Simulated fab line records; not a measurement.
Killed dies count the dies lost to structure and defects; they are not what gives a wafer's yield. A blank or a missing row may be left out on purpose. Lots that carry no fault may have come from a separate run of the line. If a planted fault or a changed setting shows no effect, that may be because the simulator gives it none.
Which tool was responsible? | flow sky130 | 13 lots with 39 wafers sampled at 5 steps, on a route of 708 steps

WHAT EACH GAUGE READ, for each wafer
SKY_VT_ADJUST_LVTN_OVL_MEAS_18. Usual: VT_ADJUST_LVTN_01_OVL gives -1.4 nm (standard deviation 1.6).
lot  | measured     | on         | VT_ADJUST_LVTN_01_OVL (nm) | flag
L451 | day 7 17:36  | overlay-01 | -3.6 -3.8 -5.9             |
L452 | day 7 23:37  | overlay-01 | 1.0 0.0 -0.7               |
L453 | day 8 10:31  | overlay-01 | -3.4 -2.4 -3.3             |
L456 | day 9 02:08  | overlay-02 | -1.2 -2.0 -0.3             |
L457 | day 9 08:26  | overlay-02 | -1.8 -2.3 -2.1             |
L458 | day 9 17:00  | overlay-02 | -0.7 -2.0 -0.3             |
L459 | day 10 03:06 | overlay-01 | -1.7 -0.4 -2.4             |
L462 | day 10 19:50 | overlay-02 | 1.0 -0.4 1.1               |
L465 | day 11 20:18 | overlay-01 | -1.7 -1.3 -1.1             |
L466 | day 11 21:14 | overlay-01 | -1.3 -0.8 -0.5             |
L467 | day 12 03:59 | overlay-01 | -2.8 -2.6 -1.0             |
L468 | day 12 20:14 | overlay-01 | -2.1 -1.9 -4.0             |
L469 | day 12 20:32 | overlay-01 | 1.4 -0.2 0.7               |

SKY_VT_ADJUST_NCORE_CD_MEAS_07: the cd target is 380 nm. Usual: cd_nm at 379.9 nm, with a standard deviation of 2.7.
lot  | measured     | on        | cd_nm (nm)        | flag
L451 | day 8 14:26  | cd_sem-01 | 383.6 384.1 386.2 |
L452 | day 8 20:29  | cd_sem-01 | 380.1 380.1 381.5 |
L453 | day 9 08:04  | cd_sem-01 | 378.4 380.4 378.9 |
L456 | day 9 23:43  | cd_sem-02 | 377.6 378.5 377.0 |
L457 | day 10 05:47 | cd_sem-02 | 378.1 379.6 378.4 |
L458 | day 10 14:32 | cd_sem-01 | 385.2 383.0 384.1 |
L459 | day 11 00:56 | cd_sem-01 | 377.7 377.2 378.9 |
L462 | day 11 19:19 | cd_sem-02 | 380.0 381.2 379.6 |
L465 | day 12 20:20 | cd_sem-02 | 377.9 377.2 380.4 |
L466 | day 12 20:50 | cd_sem-01 | 381.1 380.1 380.0 |
L467 | day 13 04:23 | cd_sem-01 | 378.5 379.8 382.3 |
L468 | day 13 21:08 | cd_sem-02 | 376.8 375.0 377.1 |
L469 | day 13 22:00 | cd_sem-02 | 381.5 381.4 380.9 |

SKY_SONOS_TUNNEL_CD_MEAS_07: the cd target is 410 nm. Usual: cd_nm at 408.9 nm, with a standard deviation of 2.5.
lot  | measured     | on        | cd_nm (nm)        | flag
L451 | day 11 08:33 | cd_sem-02 | 410.8 410.7 410.9 |
L452 | day 11 15:09 | cd_sem-01 | 410.7 411.4 408.8 |
L453 | day 12 04:50 | cd_sem-01 | 409.9 411.1 412.0 |
L456 | day 12 21:41 | cd_sem-01 | 407.9 409.0 408.8 |
L457 | day 13 05:03 | cd_sem-01 | 406.4 407.8 408.4 |
L458 | day 13 15:45 | cd_sem-02 | 405.7 404.8 402.1 |
L459 | day 14 03:55 | cd_sem-02 | 410.8 409.8 410.8 |
L462 | day 14 22:49 | cd_sem-02 | 403.0 405.4 404.7 |
L465 | day 16 03:47 | cd_sem-02 | 405.3 407.1 405.7 |
L466 | day 16 05:39 | cd_sem-02 | 412.2 410.5 409.5 |
L467 | day 16 12:10 | cd_sem-01 | 394.1 395.9 394.7 | OFF
L468 | day 17 06:21 | cd_sem-02 | 399.8 397.0 399.2 | OFF
L469 | day 17 08:47 | cd_sem-02 | 406.2 406.6 407.9 |

SKY_SONOS_ONO_THK_MEAS_01. Usual: SONOS_ONO_OXIDATION_THK gives 2.59 nm (standard deviation 0.051).
lot  | measured     | on            | SONOS_ONO_OXIDATION_THK (nm) | flag
L451 | day 11 10:35 | film_metro-01 | 2.57 2.57 2.60               |
L452 | day 11 17:19 | film_metro-02 | 2.58 2.59 2.61               |
L453 | day 12 08:20 | film_metro-01 | 2.64 2.56 2.60               |
L456 | day 13 00:34 | film_metro-01 | 2.69 2.65 2.69               |
L457 | day 13 07:03 | film_metro-04 | 2.55 2.50 2.58               |
L458 | day 13 17:46 | film_metro-01 | 2.63 2.59 2.58               |
L459 | day 14 06:58 | film_metro-04 | 2.64 2.54 2.61               |
L462 | day 15 01:23 | film_metro-01 | 2.61 2.60 2.57               |
L465 | day 16 07:52 | film_metro-01 | 2.42 2.53 2.50               |
L466 | day 16 07:52 | film_metro-04 | 2.61 2.58 2.55               |
L467 | day 16 15:11 | film_metro-04 | 2.57 2.64 2.56               |
L468 | day 17 09:02 | film_metro-02 | 2.50 2.62 2.53               |
L469 | day 17 12:58 | film_metro-02 | 2.60 2.58 2.59               |

WHICH TOOL RAN EACH LOT (tool, then ch and the chambers of the sampled wafers, then the start)
lot  | SKY_SONOS_TUNNEL_EXPOSE_04
L451 | iline_stepper-02 ch 0, day 10 20:46
L452 | iline_stepper-02 ch 0, day 11 03:17
L453 | iline_stepper-01 ch 0, day 11 17:16
L456 | iline_stepper-01 ch 0, day 12 09:47
L457 | iline_stepper-01 ch 0, day 12 17:03
L458 | iline_stepper-02 ch 0, day 13 02:55
L459 | iline_stepper-01 ch 0, day 13 15:19
L462 | iline_stepper-02 ch 0, day 14 09:31
L465 | iline_stepper-01 ch 0, day 15 13:57
L466 | iline_stepper-02 ch 0, day 15 15:25
L467 | iline_stepper-01 ch 0, day 15 22:41
L468 | iline_stepper-01 ch 0, day 16 17:15
L469 | iline_stepper-02 ch 0, day 16 19:35
- SKY_SONOS_TUNNEL_EXPOSE_04: exposes mask TUNM, target cd 410 nm.

WHAT THE TOOLS THEMSELVES READ (means of the sampled wafers that have a number; where no wafer has one, the mark that the record gives instead)
SKY_SONOS_TUNNEL_EXPOSE_04. Usual: exposure_dose_mJ_cm2 135.89, standard deviation 0.14; focus_offset_nm -0.1 nm, standard deviation 0.52; reticle_temp_C 22.99 C, standard deviation 0.097.
lot  | tool             | exposure_dose_mJ_cm2 | focus_offset_nm (nm) | reticle_temp_C (C) | flag
L451 | iline_stepper-02 | 135.98               | 0.3                  | 23.02              |
L452 | iline_stepper-02 | 135.90               | 0.4                  | 22.88              |
L453 | iline_stepper-01 | 135.82               | -0.4                 | 23.09              |
L456 | iline_stepper-01 | 135.95               | 0.0                  | 22.97              |
L457 | iline_stepper-01 | 135.92               | -0.2                 | 23.05              |
L458 | iline_stepper-02 | 135.86               | 0.0                  | 22.95              |
L459 | iline_stepper-01 | 135.92               | -0.0                 | 22.92              |
L462 | iline_stepper-02 | 135.88               | -0.5                 | 23.02              |
L465 | iline_stepper-01 | 135.93               | -0.2                 | 22.98              |
L466 | iline_stepper-02 | 135.73               | 0.0                  | 22.94              |
L467 | iline_stepper-01 | 129.87               | -0.7                 | 22.90              | OFF
L468 | iline_stepper-01 | 131.12               | -0.4                 | 23.08              | OFF
L469 | iline_stepper-02 | 135.83               | -0.4                 | 23.01              |

THE ANSWER, worked out from the rows above alone
Rule: a lot counts as off when the mean over its wafers that have a number is more than 3 standard deviations away from the usual mean. Also off: a lot with no number at a reading for which 4 or more lots have one. The other lots that the step has rows for count as sound. First the gauges in route order, then the tools' own readings, where a lot's mean is used as printed above. At the first step where some lot is off, the reading lying furthest off is the one used; lots without a number count as furthest.
Off at SKY_SONOS_TUNNEL_CD_MEAS_07 (cd_nm): L467, L468.
If a tool, at a process step before that reading, ran all the lots that are off and no sound lot after the first of them, it fits. Not tried: the gauges at SKY_SONOS_TUNNEL_CD_MEAS_07; whatever is off there is also off at SKY_SONOS_TUNNEL_EXPOSE_04, on other tools, and gauge error can't account for it. One fits: iline_stepper-01 at SKY_SONOS_TUNNEL_EXPOSE_04. A fault onset in the window from L465 (day 15 13:57, its last sound lot) to L467 (day 15 22:41, its first lot off) fits.
On the lots that are off, the tool's own readings at SKY_SONOS_TUNNEL_EXPOSE_04 differ by more than 5 times the standard deviation of the sound lots' means, which bears it out; exposure_dose_mJ_cm2 reads 130.50 there versus 135.88 on the sound lots.

WHAT HAD BEEN PUT IN BY THE SIMULATOR
Process parameter drift: iline_stepper-01, from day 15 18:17 on, at SKY_SONOS_TUNNEL_EXPOSE_04. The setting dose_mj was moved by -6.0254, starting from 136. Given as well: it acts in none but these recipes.
Struck lots among those shown: L467, L468. The rule above reached the same finding.
